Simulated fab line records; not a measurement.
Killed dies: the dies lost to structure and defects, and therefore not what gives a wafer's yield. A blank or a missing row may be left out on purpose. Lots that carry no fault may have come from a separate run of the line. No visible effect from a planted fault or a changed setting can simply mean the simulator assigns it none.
The tool behind it: which one? || flow gf180mcu || 12 lots, 36 wafers sampled, at 4 steps of a route of 602

WHAT THE GAUGES SHOWED, per wafer
GF_HV_LDD_CD_MEAS_46: target cd 400 nm.
{"lot": "L129", "measured": "day 12 10:27", "on": "cd sem-02", "cd nm (nm)": "397.8 400.6 399.3"}
{"lot": "L130", "measured": "day 12 20:26", "on": "cd sem-02", "cd nm (nm)": "397.9 395.9 398.4"}
{"lot": "L131", "measured": "day 13 10:34", "on": "cd sem-01", "cd nm (nm)": "395.5 397.3 396.3"}
{"lot": "L133", "measured": "day 13 14:48", "on": "cd sem-01", "cd nm (nm)": "398.7 397.0 397.8"}
{"lot": "L134", "measured": "day 14 01:29", "on": "cd sem-02", "cd nm (nm)": "402.0 401.9 400.7"}
{"lot": "L138", "measured": "day 15 09:29", "on": "cd sem-02", "cd nm (nm)": "398.0 397.6 398.8"}
{"lot": "L139", "measured": "day 15 21:52", "on": "cd sem-02", "cd nm (nm)": "400.5 399.7 401.1"}
{"lot": "L146", "measured": "day 18 01:20", "on": "cd sem-02", "cd nm (nm)": "403.8 404.5 399.9"}
{"lot": "L148", "measured": "day 18 18:16", "on": "cd sem-01", "cd nm (nm)": "397.6 399.2 399.7"}
{"lot": "L150", "measured": "day 19 12:10", "on": "cd sem-02", "cd nm (nm)": "402.0 402.6 403.1"}
{"lot": "L151", "measured": "day 19 21:47", "on": "cd sem-01", "cd nm (nm)": "402.9 403.0 403.0"}
{"lot": "L152", "measured": "day 19 23:17", "on": "cd sem-01", "cd nm (nm)": "403.3 401.8 401.7"}

GF_PSD_CD_MEAS_07: target cd 400 nm.
{"lot": "L129", "measured": "day 14 06:04", "on": "cd sem-01", "cd nm (nm)": "400.3 400.9 400.0"}
{"lot": "L130", "measured": "day 14 17:01", "on": "cd sem-01", "cd nm (nm)": "399.1 399.7 400.6"}
{"lot": "L131", "measured": "day 15 06:56", "on": "cd sem-01", "cd nm (nm)": "397.3 398.4 399.3"}
{"lot": "L133", "measured": "day 15 12:17", "on": "cd sem-01", "cd nm (nm)": "401.3 398.7 399.9"}
{"lot": "L134", "measured": "day 15 22:50", "on": "cd sem-02", "cd nm (nm)": "399.0 400.7 398.0"}
{"lot": "L138", "measured": "day 17 10:17", "on": "cd sem-02", "cd nm (nm)": "397.2 396.2 398.8"}
{"lot": "L139", "measured": "day 17 22:47", "on": "cd sem-01", "cd nm (nm)": "398.6 399.0 399.5"}
{"lot": "L146", "measured": "day 20 05:11", "on": "cd sem-01", "cd nm (nm)": "410.8 412.4 412.2 410.7 412.8 411.9"}
{"lot": "L148", "measured": "day 20 22:16", "on": "cd sem-01", "cd nm (nm)": "408.7 411.0 410.0 408.5 410.8 410.3"}
{"lot": "L150", "measured": "day 21 17:05", "on": "cd sem-01", "cd nm (nm)": "400.6 399.8 401.1"}
{"lot": "L151", "measured": "day 22 00:47", "on": "cd sem-02", "cd nm (nm)": "402.6 401.1 403.8"}
{"lot": "L152", "measured": "day 22 02:40", "on": "cd sem-01", "cd nm (nm)": "402.1 402.1 401.3"}

TOOL THAT RAN EACH LOT (tool first, then ch and the chambers of the sampled wafers, then the start)
{"lot": "L129", "GF_POLY_GATE_ETCH_12": "rie diel-03 ch 0,2,3, day 9 05:53", "GF_PSD_COAT_02": "litho track-03 ch 0, day 13 19:36"}
{"lot": "L130", "GF_POLY_GATE_ETCH_12": "rie diel-03 ch 0,1, day 9 15:46", "GF_PSD_COAT_02": "litho track-04 ch 0, day 14 06:35"}
{"lot": "L131", "GF_POLY_GATE_ETCH_12": "rie diel-02 ch 1,2,3, day 10 03:40", "GF_PSD_COAT_02": "litho track-01 ch 0, day 14 20:16"}
{"lot": "L133", "GF_POLY_GATE_ETCH_12": "rie diel-02 ch 1,2,3, day 10 07:32", "GF_PSD_COAT_02": "litho track-01 ch 0, day 15 01:11"}
{"lot": "L134", "GF_POLY_GATE_ETCH_12": "rie diel-03 ch 0,1,3, day 10 16:02", "GF_PSD_COAT_02": "litho track-01 ch 0, day 15 12:26"}
{"lot": "L138", "GF_POLY_GATE_ETCH_12": "rie diel-03 ch 0,1,3, day 11 20:47", "GF_PSD_COAT_02": "litho track-01 ch 0, day 16 22:25"}
{"lot": "L139", "GF_POLY_GATE_ETCH_12": "rie diel-02 ch 1,2, day 12 07:02", "GF_PSD_COAT_02": "litho track-03 ch 0, day 17 11:05"}
{"lot": "L146", "GF_POLY_GATE_ETCH_12": "rie diel-03 ch 1,2,3, day 14 05:35", "GF_PSD_COAT_02": "litho track-03 ch 0, day 19 16:52"}
{"lot": "L148", "GF_POLY_GATE_ETCH_12": "rie diel-02 ch 1,3, day 14 20:02", "GF_PSD_COAT_02": "litho track-03 ch 0, day 20 10:16"}
{"lot": "L150", "GF_POLY_GATE_ETCH_12": "rie diel-02 ch 0,2,3, day 15 09:08", "GF_PSD_COAT_02": "litho track-04 ch 0, day 21 04:52"}
{"lot": "L151", "GF_POLY_GATE_ETCH_12": "rie diel-04 ch 1,2, day 15 19:08", "GF_PSD_COAT_02": "litho track-04 ch 0, day 21 12:50"}
{"lot": "L152", "GF_POLY_GATE_ETCH_12": "rie diel-04 ch 0,1,2, day 15 22:19", "GF_PSD_COAT_02": "litho track-01 ch 0, day 21 14:37"}
- GF_POLY_GATE_ETCH_12: etches BARC in N2/H2.
- GF_PSD_COAT_02: resist thk 1000 nm.

WHAT THE TOOLS THEMSELVES READ (means of the sampled wafers that have a number; where no wafer has one, the mark that the record gives instead)
GF_POLY_GATE_ETCH_12.
{"lot": "L129", "tool": "rie diel-03", "drypump motor current A (A)": 5.77, "oes product au (a.u.)": 0.737, "throttle valve pct (%)": 13.206}
{"lot": "L130", "tool": "rie diel-03", "drypump motor current A (A)": 6.00, "oes product au (a.u.)": 0.733, "throttle valve pct (%)": 13.201}
{"lot": "L131", "tool": "rie diel-02", "drypump motor current A (A)": 5.82, "oes product au (a.u.)": 0.730, "throttle valve pct (%)": 13.213}
{"lot": "L133", "tool": "rie diel-02", "drypump motor current A (A)": 5.81, "oes product au (a.u.)": 0.736, "throttle valve pct (%)": 13.203}
{"lot": "L134", "tool": "rie diel-03", "drypump motor current A (A)": 5.95, "oes product au (a.u.)": 0.734, "throttle valve pct (%)": 13.212}
{"lot": "L138", "tool": "rie diel-03", "drypump motor current A (A)": 5.96, "oes product au (a.u.)": 0.737, "throttle valve pct (%)": 13.222}
{"lot": "L139", "tool": "rie diel-02", "drypump motor current A (A)": 5.82, "oes product au (a.u.)": 0.732, "throttle valve pct (%)": 13.206}
{"lot": "L146", "tool": "rie diel-03", "drypump motor current A (A)": 5.64, "oes product au (a.u.)": 0.732, "throttle valve pct (%)": 13.220}
{"lot": "L148", "tool": "rie diel-02", "drypump motor current A (A)": 5.82, "oes product au (a.u.)": 0.736, "throttle valve pct (%)": 13.214}
{"lot": "L150", "tool": "rie diel-02", "drypump motor current A (A)": 5.86, "oes product au (a.u.)": 0.734, "throttle valve pct (%)": 13.213}
{"lot": "L151", "tool": "rie diel-04", "drypump motor current A (A)": 6.18, "oes product au (a.u.)": 0.737, "throttle valve pct (%)": 13.215}
{"lot": "L152", "tool": "rie diel-04", "drypump motor current A (A)": 6.11, "oes product au (a.u.)": 0.735, "throttle valve pct (%)": 13.217}

GF_PSD_COAT_02.
{"lot": "L129", "tool": "litho track-03", "spin speed rpm (rpm)": 2999.7}
{"lot": "L130", "tool": "litho track-04", "spin speed rpm (rpm)": 3000.5}
{"lot": "L131", "tool": "litho track-01", "spin speed rpm (rpm)": 2998.1}
{"lot": "L133", "tool": "litho track-01", "spin speed rpm (rpm)": 2998.1}
{"lot": "L134", "tool": "litho track-01", "spin speed rpm (rpm)": 3000.6}
{"lot": "L138", "tool": "litho track-01", "spin speed rpm (rpm)": 3001.8}
{"lot": "L139", "tool": "litho track-03", "spin speed rpm (rpm)": 2998.9}
{"lot": "L146", "tool": "litho track-03", "spin speed rpm (rpm)": 3853.6}
{"lot": "L148", "tool": "litho track-03", "spin speed rpm (rpm)": 3856.0}
{"lot": "L150", "tool": "litho track-04", "spin speed rpm (rpm)": 3002.3}
{"lot": "L151", "tool": "litho track-04", "spin speed rpm (rpm)": 2999.1}
{"lot": "L152", "tool": "litho track-01", "spin speed rpm (rpm)": 2997.5}

THE ANSWER, worked out from the rows above alone
Rule: what is usual is taken from the lots themselves. The widest of any qualifying gaps counts: lots, ordered by their means at a reading, are off when they make up no more than a third of the lots, leave a main group of 4 or more, and stand apart from it by 3 or more times the standard deviation of that group's means. If all means in a main group match to the digits the tables above print for the reading, that group is not used. Also off: a lot with no number at a reading for which 4 or more lots have one. All remaining lots with rows at the step are treated as sound. First the gauges in route order, then the tools' own readings, where a lot's mean is used as printed above. The first step at which some lot is off is used, and at that step the reading that is off furthest; a lot without a number counts as furthest.
Off: L146, L148 (GF_PSD_CD_MEAS_07, cd nm). Main group: mean 399.9 nm, sd 1.4.
If a tool, at a process step before that reading, ran all the lots that are off and no sound lot after the first of them, it fits. Not tried: the gauges at GF_PSD_CD_MEAS_07; whatever is off there is also off at GF_PSD_COAT_02, on other tools, and gauge error can't account for it. One fits: litho track-03 at GF_PSD_COAT_02. A fault onset in the window from L139 (day 17 11:05, its last sound lot) to L146 (day 19 16:52, its first lot off) fits.
On the lots that are off, the tool's own readings at GF_PSD_COAT_02 differ by more than 5 times the standard deviation of the sound lots' means, which bears it out; spin speed rpm reads 3854.8 rpm there versus 2999.7 rpm on the sound lots.

WHAT HAD BEEN PUT IN BY THE SIMULATOR
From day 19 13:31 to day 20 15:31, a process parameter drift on litho track-03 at GF_PSD_COAT_02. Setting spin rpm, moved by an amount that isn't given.
Lots struck among those shown: L146, L148. The rule above reached the same finding.
